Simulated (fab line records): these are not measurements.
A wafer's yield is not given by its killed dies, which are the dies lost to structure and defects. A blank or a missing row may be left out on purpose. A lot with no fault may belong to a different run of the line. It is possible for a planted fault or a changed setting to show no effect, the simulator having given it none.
The tool behind it: which one? -- flow sky130 -- route of 708 steps, sampled at 1 step: 13 lots, 39 wafers

WHAT THE GAUGES SHOWED, per wafer
SKY_METAL4_OVL_MEAS_14. Usual: METAL4_OVL 6 nm, standard deviation 4.8.
lot,measured,on,METAL4_OVL (nm),flag
L261,day 41 10:38,overlay-02,7 10 9,
L263,day 43 02:07,overlay-02,2 -2 -2,
L264,day 45 21:37,overlay-01,11 10 12,
L266,day 45 22:56,overlay-01,10 3 8,
L265,day 45 23:51,overlay-02,15 6 13,
L269,day 46 00:19,overlay-01,5 2 5,
L271,day 46 01:08,overlay-02,-3 1 3,
L272,day 46 03:13,overlay-01,8 8 7,
L273,day 46 05:42,overlay-01,-1 9 8,
L277,day 46 07:46,overlay-01,6 1 7,
L278,day 46 09:31,overlay-01,3 -4 2,
L280,day 46 16:22,overlay-02,11 6 11,
L281,day 46 18:13,overlay-02,5 11 15,

EACH LOT AND THE TOOL THAT RAN IT (in order: tool; ch and the chambers of the sampled wafers; start)
Record: no process step prior to these readings.

WHAT THE TOOLS THEMSELVES READ (means of the sampled wafers that have a number; where no wafer has one, the mark that the record gives instead)
The record holds no such reading with a usual standard deviation.

THE ANSWER, worked out from the rows above alone
Rule: a lot counts as off when the mean over its wafers that have a number is more than 3 standard deviations away from the usual mean. A lot without any number at a reading at which 4 lots or more have one is off too. Any other lot the step has rows for is counted as sound. First the gauges in route order, then the tools' own readings, where a lot's mean is used as printed above. At the first step where some lot is off, the reading lying furthest off is the one used; lots without a number count as furthest.
None of the lots is off at any reading shown; this tells nothing.

WHAT THE SIMULATOR HAD INSERTED
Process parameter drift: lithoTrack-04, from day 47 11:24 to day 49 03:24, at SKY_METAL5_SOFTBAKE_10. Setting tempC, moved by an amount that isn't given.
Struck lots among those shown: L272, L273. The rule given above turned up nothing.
